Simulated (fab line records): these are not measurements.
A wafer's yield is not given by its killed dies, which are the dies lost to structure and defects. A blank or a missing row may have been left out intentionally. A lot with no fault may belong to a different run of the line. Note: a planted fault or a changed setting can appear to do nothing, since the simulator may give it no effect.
Which tool did it?    flow gf180mcu    12 lots with 36 wafers sampled at 4 steps, on a route of 602 steps

== WHAT THE GAUGES READ, wafer by wafer ==
GF_TOP_METAL_OVL_MEAS_15. Usual: TOP_METAL_OVL typically reads 0.4 nm, with standard deviation 1.4.
lot   measured      on          TOP_METAL_OVL (nm)  flag
L420  day 27 09:34  overlay-02  -0.7 0.5 -1.5       
L421  day 27 10:36  overlay-02  -0.8 1.0 -0.6       
L422  day 28 05:25  overlay-02  -0.3 -1.2 0.5       
L423  day 28 06:58  overlay-01  -0.5 0.3 -0.1       
L424  day 28 12:46  overlay-01  -0.6 -1.6 -1.1      
L425  day 28 21:19  overlay-01  1.2 -2.2 1.4        
L426  day 31 00:04  overlay-01  0.9 -0.7 -1.4       
L427  day 31 03:01  overlay-01  4.6 3.1 1.4         
L428  day 31 03:19  overlay-01  2.5 0.5 0.9         
L431  day 31 07:51  overlay-02  0.2 0.6 -0.9        
L434  day 32 12:15  overlay-01  0.1 0.4 0.1         
L436  day 32 17:24  overlay-01  1.4 1.8 0.9         

== TOOL THAT RAN EACH LOT (tool first, then ch and the chambers of the sampled wafers, then the start) ==
lot   GF_CONTACT_CMP_27              GF_M5_STRIP_11                        GF_V5_ETCH_16
L420  cmp-02 ch 1,2,3, day 15 07:42  plasma_asher-01 ch 0,1, day 25 13:38  rie_diel-03 ch 0,2,3, day 26 11:47
L421  cmp-01 ch 1,2,3, day 15 13:22  plasma_asher-04 ch 0,1, day 25 16:19  rie_diel-03 ch 0,2,3, day 26 13:11
L422  cmp-02 ch 0,1,2, day 16 07:35  plasma_asher-02 ch 1, day 26 11:22    rie_diel-04 ch 1,3, day 27 08:29
L423  cmp-01 ch 0,1, day 16 09:27    plasma_asher-02 ch 0,1, day 26 12:13  rie_diel-02 ch 0,1, day 27 09:35
L424  cmp-01 ch 0,1,3, day 16 15:50  plasma_asher-01 ch 0,1, day 26 18:31  rie_diel-03 ch 0,2, day 27 16:09
L425  cmp-02 ch 2,3, day 17 00:33    plasma_asher-04 ch 0,1, day 27 03:05  rie_diel-04 ch 0,2,3, day 28 00:48
L426  cmp-02 ch 0,1,3, day 19 19:57  plasma_asher-04 ch 0,1, day 29 08:34  rie_diel-02 ch 2,3, day 30 04:16
L427  cmp-02 ch 0,1,2, day 19 23:35  plasma_asher-01 ch 0,1, day 29 11:16  rie_diel-04 ch 0,2,3, day 30 07:34
L428  cmp-02 ch 2,3, day 20 02:33    plasma_asher-01 ch 0,1, day 29 12:01  rie_diel-03 ch 0,1,2, day 30 08:16
L431  cmp-01 ch 0,1, day 20 08:53    plasma_asher-04 ch 0,1, day 29 17:19  rie_diel-04 ch 2,3, day 30 12:34
L434  cmp-02 ch 0,1,2, day 21 22:08  plasma_asher-01 ch 0,1, day 30 22:46  rie_diel-04 ch 0,1,2, day 31 17:25
L436  cmp-02 ch 0,2,3, day 22 06:38  plasma_asher-04 ch 0,1, day 31 04:16  rie_diel-02 ch 0,1, day 31 23:37
- GF_CONTACT_CMP_27: polishes, stops on SiO2, t overpolish 15 s, target thk 0 nm.
- GF_M5_STRIP_11: strips in O2/N2.
- GF_V5_ETCH_16: etches BARC in N2/H2.

== WHAT THE TOOLS THEMSELVES READ (means of the sampled wafers that have a number; where no wafer has one, the mark that the record gives instead) ==
GF_CONTACT_CMP_27. Usual: edge_zone_pressure_frac 1.001, standard deviation 0.0054; motor_current_A 11.1 A, standard deviation 0.97; overpolish_run_s 14.999 s, standard deviation 0.0083; time_to_endpoint_s 70 s, standard deviation 3.6.
lot   tool    edge_zone_pressure_frac  motor_current_A (A)  overpolish_run_s (s)  time_to_endpoint_s (s)  flag
L420  cmp-02  1.002                    10.9                 14.991                75                      
L421  cmp-01  1.000                    10.8                 15.005                73                      
L422  cmp-02  1.001                    11.5                 15.000                72                      
L423  cmp-01  1.001                    11.9                 15.003                71                      
L424  cmp-01  1.003                    11.5                 14.995                70                      
L425  cmp-02  0.998                    10.7                 15.003                72                      
L426  cmp-02  0.998                    11.9                 15.002                67                      
L427  cmp-02  1.000                    11.3                 15.004                66                      
L428  cmp-02  1.006                    10.4                 15.003                66                      
L431  cmp-01  0.994                    11.4                 14.998                72                      
L434  cmp-02  0.999                    11.7                 14.991                76                      
L436  cmp-02  1.006                    11.3                 14.999                71                      

GF_M5_STRIP_11. Usual: drypump_motor_current_A 5.7 A, standard deviation 0.34; heater_power_w 323 W, standard deviation 25; n2_flow_sccm 299.9 sccm, standard deviation 0.78; o2_flow_sccm 3001 sccm, standard deviation 9; oes_product_au 0.543 a.u., standard deviation 0.0051; strip_time_to_endpoint_s 7.52 s, standard deviation 0.062.
lot   tool             drypump_motor_current_A (A)  heater_power_w (W)  n2_flow_sccm (sccm)  o2_flow_sccm (sccm)  oes_product_au (a.u.)  strip_time_to_endpoint_s (s)  flag
L420  plasma_asher-01  5.8                          312                 299.3                2992                 0.540                  7.52                          
L421  plasma_asher-04  5.4                          341                 299.4                2999                 0.545                  7.49                          
L422  plasma_asher-02  6.1                          335                 300.0                2994                 0.537                  7.45                          
L423  plasma_asher-02  5.9                          313                 300.6                3006                 0.546                  7.54                          
L424  plasma_asher-01  5.6                          326                 300.2                3006                 0.544                  7.45                          
L425  plasma_asher-04  5.5                          324                 299.5                3010                 0.542                  7.38                          
L426  plasma_asher-04  5.5                          320                 299.9                3009                 0.540                  7.53                          
L427  plasma_asher-01  5.6                          329                 300.4                3004                 0.546                  7.54                          
L428  plasma_asher-01  5.8                          312                 300.2                3010                 0.543                  7.50                          
L431  plasma_asher-04  5.5                          321                 300.0                3005                 0.540                  7.49                          
L434  plasma_asher-01  5.6                          325                 300.7                2999                 0.542                  7.52                          
L436  plasma_asher-04  5.4                          347                 299.6                3012                 0.544                  7.59                          

GF_V5_ETCH_16. Usual: drypump_motor_current_A 5.8 A, standard deviation 0.35; n2_flow_sccm 100.0 sccm, standard deviation 0.31; oes_product_au 0.855 a.u., standard deviation 0.0043; throttle_valve_pct 13.225 %, standard deviation 0.0088.
lot   tool         drypump_motor_current_A (A)  n2_flow_sccm (sccm)  oes_product_au (a.u.)  throttle_valve_pct (%)  flag
L420  rie_diel-03  5.8                          100.1                0.854                  13.229                  
L421  rie_diel-03  5.8                          99.9                 0.857                  13.230                  
L422  rie_diel-04  5.9                          99.9                 0.853                  13.226                  
L423  rie_diel-02  5.8                          100.3                0.856                  13.215                  
L424  rie_diel-03  5.9                          99.8                 0.855                  13.221                  
L425  rie_diel-04  5.8                          100.0                0.859                  13.227                  
L426  rie_diel-02  5.7                          100.0                0.854                  13.223                  
L427  rie_diel-04  5.8                          100.1                0.855                  13.218                  
L428  rie_diel-03  5.9                          99.6                 0.854                  13.215                  
L431  rie_diel-04  5.9                          100.2                0.855                  13.232                  
L434  rie_diel-04  5.7                          99.9                 0.854                  13.223                  
L436  rie_diel-02  5.8                          100.1                0.853                  13.234                  

== THE ANSWER, worked out from the rows above alone ==
Rule: a lot counts as off when the mean over its wafers that have a number is more than 3 standard deviations away from the usual mean. Also off: a lot with no number at a reading for which 4 or more lots have one. Where the step has rows for the other lots, those lots are counted as sound. The gauges are gone through in route order, then the tools' own readings, and for those a lot's mean is taken as printed above. At the first step where some lot is off, the reading lying furthest off is the one used; lots without a number count as furthest.
No lot is off on any of the readings shown, so nothing can be concluded from this.

== WHAT WAS PUT IN BY THE SIMULATOR ==
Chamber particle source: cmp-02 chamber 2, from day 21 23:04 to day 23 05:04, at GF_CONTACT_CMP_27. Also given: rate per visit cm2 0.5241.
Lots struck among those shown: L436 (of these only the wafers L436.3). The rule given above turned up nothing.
